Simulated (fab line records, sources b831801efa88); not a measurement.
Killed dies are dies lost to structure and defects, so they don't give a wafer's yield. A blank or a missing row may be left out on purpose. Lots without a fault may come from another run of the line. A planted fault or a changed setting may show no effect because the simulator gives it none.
fab line records | flow sky130
record lots=6 wafers=17 last_day=50
route steps=708 shown METAL1@434 PAD_OPEN@708
lots that met no fault: from a run of the same line without faults
start_h: hours from the record's first day to the start of the lot's first wafer shown | wait_h: hours since the lot's step before | " the same as in the row above | L1.1+2: a row that stands for several wafers | - no value, or no start given | * or withheld: withheld | < > ~ a bound
route shown NAME@n: a module of which the file shows steps, and the number in the route of the first | usual: mean/standard deviation of fault-free wafers | same: alike in all rows | chamber/n: place in a boat | sites: the reading at each site | _std_site: their standard deviation | _edge_site: outer sites' mean less inner sites' | radius_mm: how far each site lies from the wafer's centre | mask NAME#n: copy n | behind: the tool/chamber that last shaped the wafer | hold: why the lot was held/for how many hours/how that ended | device: the transistor (n, p or np) that didn't switch | end of line: the same wafers' tests at the end of the route | a step without rows: its recipe alone | killed: dies lost to structure and defects at the first sort, not the wafer's yield | map: a wafer's dies, x killed, . not, _ none there
set.NAME: the setting as run; set.NAME@STEP: as run at that earlier step | model.NAME: the simulator's own value behind a step, which no gauge read
lots at some steps of the route; a table a step, a row a wafer
services: from which hour (start_h, from the record's first day; less than 0 if before it) a tool's chamber was out of use, for how many hours, and why
## steps
# step SKY_METAL1_SPUTTER_00
# recipe material=Ti target_thk_nm=15 power_w=3000 time_s=10 chamber_pressure_pa=0.4
# usual throttle_valve_pct=29.6/1
# columns lot.wafer tool chamber start_h wait_h throttle_valve_pct
L409.2 pvd_sputter-01 - 724.76 0.1 30.6
L409.3 " - " " 29.9
L409.6 " - " " 30.5
L412.1 pvd_sputter-04 - 764.07 0.1 30.3
L412.2 " - " " 28.1
L412.3 " - " " 29.7
L414.2 pvd_sputter-02 - 776.84 0.1 30.3
L414.5 " - " " 30.2
L415.2 pvd_sputter-04 - 789.32 0.1 31.5
L415.3 " - " " 28.2
L415.5 " - " " 28.4
L428.3 pvd_sputter-01 - 901.25 0.2 29.2
L428.4 " - " " 30.2
L428.5 " - " " 29.1
L432.1 pvd_sputter-02 - 916.70 0.1 29.0
L432.3 " - " " 30.1
L432.6 " - " " 29.4
# step SKY_METAL1_SPUTTER_01
# recipe material=TiN target_thk_nm=20 power_w=6500 time_s=16.7 chamber_pressure_pa=0.4
# usual throttle_valve_pct=29.5/1
# columns lot.wafer tool chamber start_h wait_h throttle_valve_pct
L409.2 pvd_sputter-01 - 724.79 0.0 30.4
L409.3 " - " " 30.0
L409.6 " - " " 30.2
L412.1 pvd_sputter-04 - 764.09 0.0 30.5
L412.2 " - " " 28.3
L412.3 " - " " 29.6
L414.2 pvd_sputter-02 - 776.87 0.0 30.0
L414.5 " - " " 30.1
L415.2 pvd_sputter-04 - 789.35 0.0 31.8
L415.3 " - " " 28.2
L415.5 " - " " 28.3
L428.3 pvd_sputter-01 - 901.27 0.0 29.3
L428.4 " - " " 30.5
L428.5 " - " " 29.2
L432.1 pvd_sputter-02 - 916.73 0.0 28.9
L432.3 " - " " 30.0
L432.6 " - " " 29.2
# step SKY_METAL1_SPUTTER_02
# recipe material=AlCu target_thk_nm=250 power_w=10600 time_s=13.3 chamber_pressure_pa=0.4
# step SKY_METAL1_SPUTTER_03
# recipe material=Ti target_thk_nm=5 power_w=3000 time_s=3.3 chamber_pressure_pa=0.4
# usual throttle_valve_pct=29.5/1
# columns lot.wafer tool chamber start_h wait_h throttle_valve_pct
L409.2 pvd_sputter-01 - 724.84 0.0 30.1
L409.3 " - " " 30.0
L409.6 " - " " 30.3
L412.1 pvd_sputter-04 - 764.14 0.0 30.7
L412.2 " - " " 28.2
L412.3 " - " " 29.1
L414.2 pvd_sputter-02 - 776.92 0.0 30.2
L414.5 " - " " 30.2
L415.2 pvd_sputter-04 - 789.40 0.0 31.5
L415.3 " - " " 28.4
L415.5 " - " " 28.4
L428.3 pvd_sputter-01 - 901.32 0.0 29.5
L428.4 " - " " 30.4
L428.5 " - " " 29.4
L432.1 pvd_sputter-02 - 916.78 0.0 28.8
L432.3 " - " " 30.2
L432.6 " - " " 29.3
# step SKY_METAL1_SPUTTER_04
# recipe material=TiN target_thk_nm=70 power_w=6500 time_s=58.3 chamber_pressure_pa=0.4
# step SKY_METAL1_RS_MEAS_05
# recipe thk_meas_gauge=four-point-probe reads=TiN_of_METAL1_SPUTTER_04+Ti_of_METAL1_SPUTTER_03+AlCu_of_METAL1_SPUTTER_02+TiN_of_METAL1_SPUTTER_01+Ti_of_METAL1_SPUTTER_00
# usual METAL1_ALCU_RS=0.1277/0.0013
# columns lot.wafer tool chamber start_h wait_h METAL1_ALCU_RS[ohm/sq]
L409.2 film_metro-02 - 724.92 0.0 0.1256
L409.3 " - " " 0.1250
L409.6 " - " " 0.1265
L412.1 film_metro-02 - 764.21 0.0 0.1267
L412.2 " - " " 0.1274
L412.3 " - " " 0.1271
L414.2 film_metro-04 - 777.00 0.0 0.1254
L414.5 " - " " 0.1250
L415.2 film_metro-03 - 789.48 0.0 0.1265
L415.3 " - " " 0.1264
L415.5 " - " " 0.1262
L428.3 film_metro-04 - 901.43 0.1 0.1282
L428.4 " - " " 0.1290
L428.5 " - " " 0.1289
L432.1 film_metro-02 - 916.84 0.0 0.1271
L432.3 " - " " 0.1257
L432.6 " - " " 0.1280
# step SKY_METAL1_THK_MEAS_06
# recipe thk_meas_gauge=xrf reads=AlCu_of_METAL1_SPUTTER_02
# usual METAL1_ALCU_THK=246.8/2.9
# columns lot.wafer tool chamber start_h wait_h METAL1_ALCU_THK[nm]
L409.2 film_metro-02 - 725.03 0.1 249.4
L409.3 " - " " 249.4
L409.6 " - " " 246.9
L412.1 film_metro-02 - 764.33 0.1 246.9
L412.2 " - " " 246.3
L412.3 " - " " 245.9
L414.2 film_metro-04 - 777.11 0.1 255.2
L414.5 " - " " 252.6
L415.2 film_metro-03 - 789.59 0.1 250.6
L415.3 " - " " 249.0
L415.5 " - " " 248.2
L428.3 film_metro-04 - 901.53 0.1 247.1
L428.4 " - " " 245.2
L428.5 " - " " 247.2
L432.1 film_metro-02 - 916.96 0.1 247.8
L432.3 " - " " 249.6
L432.6 " - " " 246.8
# step SKY_METAL1_DEHYDRATE_07
# recipe temp_c=200 time_s=60
# step SKY_METAL1_HMDS_08
# recipe prime_time_s=60 prime_temp_c=120
# step SKY_METAL1_COAT_09
# recipe resist=BARC temp_c=withheld time_s=withheld spin_rpm=3000 resist_thk_nm=60
# step SKY_METAL1_COAT_10
# recipe resist=KrF-thick spin_rpm=3000 resist_thk_nm=450
# step SKY_METAL1_SOFTBAKE_11
# recipe temp_c=100 time_s=90 resist=KrF-thick
# step SKY_METAL1_EXPOSE_12
# recipe mask_id=MM1 na=0.8 source_shape=annular sigma_inner=0.55 sigma_outer=0.85 target_cd_nm=140 dose_mj=28
# usual exposure_dose_mJ_cm2=27.937/0.03
# columns lot.wafer tool chamber start_h wait_h mask exposure_dose_mJ_cm2
L409.2 krf_scanner-01 0 738.50 - MM1#0 27.951
L409.3 " 0 " " MM1#0 27.947
L409.6 " 0 " " MM1#0 27.945
L412.1 krf_scanner-02 0 777.82 - MM1#0 27.961
L412.2 " 0 " " MM1#0 27.986
L412.3 " 0 " " MM1#0 27.931
L414.2 krf_scanner-02 0 790.68 - MM1#0 27.922
L414.5 " 0 " " MM1#0 27.900
L415.2 krf_scanner-02 0 802.09 - MM1#0 27.967
L415.3 " 0 " " MM1#0 27.984
L415.5 " 0 " " MM1#0 27.924
L428.3 krf_scanner-02 0 913.35 - MM1#0 27.943
L428.4 " 0 " " MM1#0 27.887
L428.5 " 0 " " MM1#0 27.932
L432.1 krf_scanner-02 0 929.49 - MM1#0 27.910
L432.3 " 0 " " MM1#0 27.935
L432.6 " 0 " " MM1#0 27.953
# step SKY_METAL1_PEB_13
# recipe peb_temp_c=withheld peb_time_s=withheld resist=KrF-thick
# step SKY_METAL1_DEVELOP_14
# recipe develop_time_s=60 resist=KrF-thick dev_temp_c=21
# step SKY_METAL1_CD_MEAS_15
# recipe target_cd_nm=140
# usual cd_nm=139.7/1.6
# columns lot.wafer tool chamber start_h wait_h cd_nm
L409.2 cd_sem-02 - 752.38 - 140.3
L409.3 " - " " 143.1
L409.6 " - " " 141.1
L412.1 cd_sem-01 - 791.31 - 137.5
L412.2 " - " " 138.9
L412.3 " - " " 138.5
L414.2 cd_sem-02 - 803.08 - 100.4
L414.5 " - " " 99.5
L415.2 cd_sem-01 - 815.90 - 97.3
L415.3 " - " " 140.2
L415.5 " - " " 97.0
L428.3 cd_sem-02 - 926.26 - 141.9
L428.4 " - " " 141.3
L428.5 " - " " 142.5
L432.1 cd_sem-02 - 940.98 - 139.6
L432.3 " - " " 140.1
L432.6 " - " " 140.8
# step SKY_METAL1_OVL_MEAS_16
# usual METAL1_OVL=-5/6.7
# columns lot.wafer tool chamber start_h wait_h METAL1_OVL[nm]
L409.2 overlay-02 - 752.48 0.1 -12
L409.3 " - " " -5
L409.6 " - " " -4
L412.1 overlay-02 - 791.43 0.1 -6
L412.2 " - " " -2
L412.3 " - " " -16
L414.2 overlay-02 - 803.18 0.1 6
L414.5 " - " " -4
L415.2 overlay-01 - 816.01 0.1 -8
L415.3 " - " " 8
L415.5 " - " " -3
L428.3 overlay-02 - 926.35 0.1 -6
L428.4 " - " " -9
L428.5 " - " " -2
L432.1 overlay-02 - 941.10 0.1 2
L432.3 " - " " -2
L432.6 " - " " 4
# step SKY_METAL1_DESCUM_17
# recipe chemistry=O2 source_power_w=150 bias_power_w=0 pressure_mtorr=10 temp_c=40 time_s=8
# usual drypump_motor_current_A=5.9/0.57 oes_product_au=1.003/0.011
# columns lot.wafer tool chamber start_h wait_h drypump_motor_current_A oes_product_au rf_hours_counter_h model.METAL1.cd_nm
L409.2 rie_metal-03 0 752.52 0.0 5.0 1.006 - 141
L409.3 " 0 " " 5.0 1.004 - 143.4
L409.6 " 0 " " 5.0 1.006 - 141.5
L412.1 rie_metal-03 1 791.46 0.0 5.1 1.017 1 137.1
L412.2 " 0 " " 5.0 1.016 2 139
L412.3 " 0 " " 5.0 1.008 - 138.7
L414.2 rie_metal-03 1 803.21 0.0 5.1 1.007 1 99.92
L414.5 " 0 " " 5.0 1.003 - 99.97
L415.2 rie_metal-01 1 816.04 0.0 6.3 1.007 13 97.55
L415.3 " 1 " " 6.3 1.001 - 140.1
L415.5 " 1 " " 6.3 1.011 - 97.25
L428.3 rie_metal-01 0 926.40 0.0 6.2 1.009 - 141.5
L428.4 " 0 " " 6.3 1.006 - 140.9
L428.5 " 0 " " 6.3 1.006 - 142.7
L432.1 rie_metal-01 0 941.14 0.0 6.3 1.011 17 139.8
L432.3 " 0 " " 6.3 1.008 - 140.3
L432.6 " 0 " " 6.3 1.014 - 140.8
# step SKY_METAL1_ETCH_18
# recipe chemistry=N2/H2 target=BARC ion_energy_ev=200 bias_w=100 pressure_mtorr=30 n2_flow_sccm=100 h2_flow_sccm=200 icp_w=500 stop_on=SiO2 time_s=45.9 target_depth_a=600
# usual drypump_motor_current_A=5.9/0.58 oes_product_au=0.853/0.0047 throttle_valve_pct=13.225/0.0099
# columns lot.wafer tool chamber start_h wait_h drypump_motor_current_A oes_product_au rf_hours_counter_h throttle_valve_pct
L409.2 rie_metal-03 0 752.60 0.1 4.9 0.845 - 13.229
L409.3 " 0 " " 4.9 0.846 - 13.229
L409.6 " 0 " " 4.9 0.852 - 13.226
L412.1 rie_metal-03 1 791.49 0.0 5.1 0.856 1 13.229
L412.2 " 0 " " 5.0 0.853 2 13.230
L412.3 " 0 " " 5.0 0.853 - 13.217
L414.2 rie_metal-03 1 803.24 0.0 5.1 0.860 1 13.216
L414.5 " 0 " " 5.0 0.848 - 13.220
L415.2 rie_metal-01 1 816.07 0.0 6.3 0.852 13 13.220
L415.3 " 1 " " 6.3 0.853 - 13.222
L415.5 " 1 " " 6.3 0.849 - 13.229
L428.3 rie_metal-01 0 926.48 0.1 6.3 0.847 - 13.209
L428.4 " 0 " " 6.3 0.866 - 13.232
L428.5 " 0 " " 6.3 0.856 - 13.220
L432.1 rie_metal-01 0 941.20 0.1 6.3 0.857 17 13.227
L432.3 " 0 " " 6.3 0.854 - 13.212
L432.6 " 0 " " 6.3 0.849 - 13.224
# step SKY_METAL1_METAL_ETCH_19
# recipe target_depth_a=3600 stop_on=SiO2 over_etch_frac=0.3 time_s=78 chemistry=Cl2/BCl3 resist_sidewall_deg=88 pressure_mtorr=10 icp_w=900 bias_w=48.5 Cl2_flow_sccm=60 bcl3_flow_sccm=30
# usual drypump_motor_current_A=5.9/0.57 oes_product_au=0.852/0.0055 throttle_valve_pct=22.265/0.0088
# columns lot.wafer tool chamber start_h wait_h drypump_motor_current_A oes_product_au rf_hours_counter_h throttle_valve_pct model.METAL1.cd_nm
L409.2 rie_metal-03 0 752.73 0.1 5.0 0.858 - 22.282 138.2
L409.3 " 0 " " 5.0 0.864 - 22.270 141.4
L409.6 " 0 " " 5.0 0.857 - 22.275 138.9
L412.1 rie_metal-03 1 791.56 0.0 5.1 0.856 1 22.262 135.2
L412.2 " 0 " " 5.0 0.859 2 22.278 135.9
L412.3 " 0 " " 5.0 0.852 - 22.286 135.4
L414.2 rie_metal-03 1 803.31 0.0 5.1 0.860 1 22.262 98.74
L414.5 " 0 " " 4.9 0.853 - 22.252 97.02
L415.2 rie_metal-01 1 816.13 0.0 6.3 0.861 13 22.269 98.38
L415.3 " 1 " " 6.3 0.856 - 22.282 142.2
L415.5 " 1 " " 6.2 0.847 - 22.258 98.2
L428.3 rie_metal-01 0 926.62 0.1 6.3 0.850 - 22.258 137.7
L428.4 " 0 " " 6.3 0.853 - 22.284 138.7
L428.5 " 0 " " 6.3 0.852 - 22.274 139.7
L432.1 rie_metal-01 0 941.33 0.1 6.3 0.854 17 22.255 137.9
L432.3 " 0 " " 6.3 0.849 - 22.272 139.2
L432.6 " 0 " " 6.3 0.858 - 22.264 140.1
# step SKY_METAL1_STRIP_20
# recipe chemistry=O2/N2 power_w=1400 pressure_mtorr=1500 platen_temp_c=withheld o2_flow_sccm=3000 n2_flow_sccm=300 overash_fraction=0.5
# usual drypump_motor_current_A=5.8/0.54 oes_product_au=0.342/0.0049 strip_time_to_endpoint_s=2.69/0.041
# columns lot.wafer tool chamber start_h wait_h drypump_motor_current_A oes_product_au rf_hours_counter_h strip_time_to_endpoint_s
L409.2 plasma_asher-01 0 752.88 0.1 6.5 0.339 94 2.68
L409.3 " 1 " " 6.6 0.348 - 2.69
L409.6 " 1 " " 6.6 0.346 - 2.68
L412.1 plasma_asher-04 1 791.65 0.1 5.2 0.340 68 2.69
L412.2 " 0 " " 5.5 0.348 68 2.67
L412.3 " 1 " " 5.2 0.338 - 2.66
L414.2 plasma_asher-02 1 803.40 0.1 5.7 0.332 6 2.61
L414.5 " 1 " " 5.7 0.338 - 2.63
L415.2 plasma_asher-02 0 816.22 0.1 5.4 0.336 7 2.71
L415.3 " 0 " " 5.4 0.344 - 2.72
L415.5 " 1 " " 5.7 0.342 - 2.73
L428.3 plasma_asher-04 1 926.78 0.1 5.2 0.334 - 2.66
L428.4 " 0 " " 5.6 0.341 - 2.64
L428.5 " 0 " " 5.6 0.340 - 2.63
L432.1 plasma_asher-02 0 941.51 0.1 5.4 0.339 20 2.63
L432.3 " 1 " " 5.7 0.337 - 2.66
L432.6 " 1 " " 5.7 0.342 - 2.64
# step SKY_PAD_OPEN_PROBE_99
# usual defect_limited_yield=82.4/1.8 killed_at_M0_to_M3=45/6.8 killed_at_M4_up=3.2/1.6 killed_at_contacts=24/5.1 killed_at_front_end=14/4.4 killed_at_other=0.4/0.65 killed_dies=87/8.8 killed_on_rim=17/3.6 killed_open=47/7.2 killed_short=39/6.1 sort_bin_3_pad_short=0.9/0.38 sort_bin_5_function=10.4/1.5 sort_bin_6_memory=6.4/1.1 sort_n_pass=405/8.8 sort_yield_pct=82.4/1.8
# same gross_dies=492 killed_at_back_side=0 sort_bin_4_leakage[%]=0 sort_bin_8_speed[%]=0
# columns lot.wafer tool chamber start_h wait_h defect_limited_yield[%] killed_at_M0_to_M3 killed_at_M4_up killed_at_contacts killed_at_front_end killed_at_other killed_dies killed_on_rim killed_open killed_short sort_bin_3_pad_short[%] sort_bin_5_function[%] sort_bin_6_memory[%] sort_n_pass sort_yield_pct[%]
L412.1 prober-01 - 1096.24 0.1 83.5 40 1 28 12 0 81 14 42 39 1.0 8.9 6.5 411 83.5
L412.2 prober-01 - 1096.29 0.1 79.7 48 2 39 11 0 100 14 62 37 1.0 12.8 6.5 392 79.7
L412.3 prober-01 - 1096.34 0.2 81.3 48 2 34 7 1 92 18 51 41 1.0 11.6 6.1 400 81.3
L414.2 prober-01 - 1104.95 0.1 0 442 3 31 16 0 492 96 52 37 1.0 92.3 6.7 0 0
L414.5 prober-01 - 1105.10 0.2 0 456 3 19 14 0 492 96 53 35 0.8 95.1 4.1 0 0
L415.2 prober-02 - 1114.89 0.1 0 455 1 26 10 0 492 96 51 21 0 94.3 5.7 0 0
L415.5 prober-02 - 1115.04 0.2 0 443 3 39 7 0 492 96 51 42 0.8 93.3 5.9 0 0
# killed by level:class
L412.1 VIA1:geometric_particle:open=10 CONTACT:geometric_particle:open=9 LI_CONTACT:geometric_particle:open=8 CONTACT:geometric_particle:short=7 FIELD_ISO:geometric_particle:short=5 METAL1:geometric_particle:short=5 METAL3:geometric_particle:short=5 METAL1:geometric_particle:open=4
L412.2 CONTACT:geometric_particle:open=16 LI_CONTACT:geometric_particle:open=12 VIA1:geometric_particle:open=9 VIA2:geometric_particle:open=8 VIA3:geometric_particle:open=7 METAL2:geometric_particle:short=6 METAL3:geometric_particle:short=5 LOCAL_INTERCONNECT:geometric_particle:short=4
L412.3 VIA1:geometric_particle:open=13 LI_CONTACT:geometric_particle:open=10 CONTACT:geometric_particle:open=9 METAL2:geometric_particle:short=8 VIA3:geometric_particle:open=7 VIA1:geometric_particle:short=6 CONTACT:geometric_particle:short=5 LI_CONTACT:geometric_particle:short=4
L414.2 METAL1:area_expose=403 CONTACT:geometric_particle:open=9 VIA1:geometric_particle:open=9 LI_CONTACT:geometric_particle:open=8 VIA2:geometric_particle:open=7 CONTACT:geometric_particle:short=6 FIELD_ISO:geometric_particle:open=5 METAL1:geometric_particle:short=5
L414.5 METAL1:area_expose=404 VIA1:geometric_particle:open=14 VIA3:geometric_particle:open=7 VIA2:geometric_particle:short=7 LI_CONTACT:geometric_particle:open=6 VIA2:geometric_particle:open=6 CONTACT:geometric_particle:open=6 POLY_GATE:geometric_particle:short=4
L415.2 METAL1:area_expose=419 CONTACT:geometric_particle:open=16 VIA1:geometric_particle:open=13 VIA3:geometric_particle:open=7 FIELD_ISO:geometric_particle:open=4 CONTACT:geometric_particle:short=4 VIA1:geometric_particle:short=4 VIA2:geometric_particle:open=4
L415.5 METAL1:area_expose=399 CONTACT:geometric_particle:open=12 CONTACT:geometric_particle:short=10 METAL2:geometric_particle:short=10 VIA2:geometric_particle:open=9 VIA1:geometric_particle:open=8 LOCAL_INTERCONNECT:geometric_particle:short=7 LI_CONTACT:geometric_particle:open=6
# map L414.2 (x killed, . not)
__________xxxxxxxxxx_________
________xxxxxxxxxxxxxx_______
______xxxxxxxxxxxxxxxxxx_____
_____xxxxxxxxxxxxxxxxxxxx____
____xxxxxxxxxxxxxxxxxxxxxx___
___xxxxxxxxxxxxxxxxxxxxxxxx__
__xxxxxxxxxxxxxxxxxxxxxxxxxx_
_xxxxxxxxxxxxxxxxxxxxxxxxxxxx
_xxxxxxxxxxxxxxxxxxxxxxxxxxxx
_xxxxxxxxxxxxxxxxxxxxxxxxxxxx
_xxxxxxxxxxxxxxxxxxxxxxxxxxxx
_xxxxxxxxxxxxxxxxxxxxxxxxxxxx
_xxxxxxxxxxxxxxxxxxxxxxxxxxxx
_xxxxxxxxxxxxxxxxxxxxxxxxxxxx
_xxxxxxxxxxxxxxxxxxxxxxxxxxxx
__xxxxxxxxxxxxxxxxxxxxxxxxxx_
___xxxxxxxxxxxxxxxxxxxxxxxx__
____xxxxxxxxxxxxxxxxxxxxxx___
_____xxxxxxxxxxxxxxxxxxxx____
______xxxxxxxxxxxxxxxxxx_____
________xxxxxxxxxxxxxx_______
__________xxxxxxxxxx_________
# map L415.2 (x killed, . not)
__________xxxxxxxxxx_________
________xxxxxxxxxxxxxx_______
______xxxxxxxxxxxxxxxxxx_____
_____xxxxxxxxxxxxxxxxxxxx____
____xxxxxxxxxxxxxxxxxxxxxx___
___xxxxxxxxxxxxxxxxxxxxxxxx__
__xxxxxxxxxxxxxxxxxxxxxxxxxx_
_xxxxxxxxxxxxxxxxxxxxxxxxxxxx
_xxxxxxxxxxxxxxxxxxxxxxxxxxxx
_xxxxxxxxxxxxxxxxxxxxxxxxxxxx
_xxxxxxxxxxxxxxxxxxxxxxxxxxxx
_xxxxxxxxxxxxxxxxxxxxxxxxxxxx
_xxxxxxxxxxxxxxxxxxxxxxxxxxxx
_xxxxxxxxxxxxxxxxxxxxxxxxxxxx
_xxxxxxxxxxxxxxxxxxxxxxxxxxxx
__xxxxxxxxxxxxxxxxxxxxxxxxxx_
___xxxxxxxxxxxxxxxxxxxxxxxx__
____xxxxxxxxxxxxxxxxxxxxxx___
_____xxxxxxxxxxxxxxxxxxxx____
______xxxxxxxxxxxxxxxxxx_____
________xxxxxxxxxxxxxx_______
__________xxxxxxxxxx_________
## services
# columns tool chamber start_h hours kind
krf_scanner-02 - 709.61 0.8 pm
pvd_sputter-04 - 711.74 13.6 repair
plasma_asher-02 - 733.75 9.0 pm
pvd_sputter-02 - 743.48 5.8 repair
krf_scanner-02 - 751.60 0.3 repair
plasma_asher-04 - 752.70 0.8 repair
krf_scanner-02 - 754.31 0.6 repair
rie_metal-01 0 769.01 2.5 repair
krf_scanner-02 - 791.88 1.0 repair
rie_metal-01 - 797.92 2.1 repair
plasma_asher-04 - 801.29 12.6 repair
pvd_sputter-02 - 806.54 1.6 repair
plasma_asher-02 - 821.24 12.2 pm
krf_scanner-02 - 821.43 1.0 pm
rie_metal-03 0 822.57 13.1 repair
plasma_asher-04 - 842.84 0.3 repair
rie_metal-03 0 843.74 5.0 repair
rie_metal-03 - 856.31 2.8 pm
krf_scanner-02 - 860.05 1.3 pm
rie_metal-01 - 864.28 18.1 repair
rie_metal-01 1 873.02 81.6 repair
krf_scanner-02 - 878.41 0.8 pm
krf_scanner-02 - 896.77 0.2 repair
pvd_sputter-01 - 912.02 5.0 repair
## key
first_sign step=SKY_METAL1_CD_MEAS_15 reading=cd_nm direction=down sigmas=26 usual=139.7 struck=98.5
effect step=SKY_PAD_OPEN_PROBE_99 reading=killed_at_M0_to_M3 direction=up sigmas=60 usual=45 struck=449
model_effect step=SKY_METAL1_DESCUM_17 value=METAL1.cd_nm without=139.4 struck=98.67
model_effect step=SKY_METAL1_METAL_ETCH_19 value=METAL1.cd_nm without=138.8 struck=98.09
more_kills_born_at SKY_METAL1_EXPOSE_12@krf_scanner-02=1625
met_at SKY_METAL1_EXPOSE_12
struck_wafers L414.2,L414.5,L415.2,L415.5
later_rows_left_out L414.2,L414.5,L415.2,L415.5
onset_between 777.82 790.68
fault kind=process_parameter_drift tool=krf_scanner-02 chamber=- onset_h=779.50 steps=SKY_METAL1_EXPOSE_12 channel=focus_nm offset=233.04 shape=step end_h=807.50 scope=struck_wafers_only
# later_rows_left_out: the simulator's readings of these wafers behind a module that went badly wrong aren't trusted and aren't shown, but for the sort
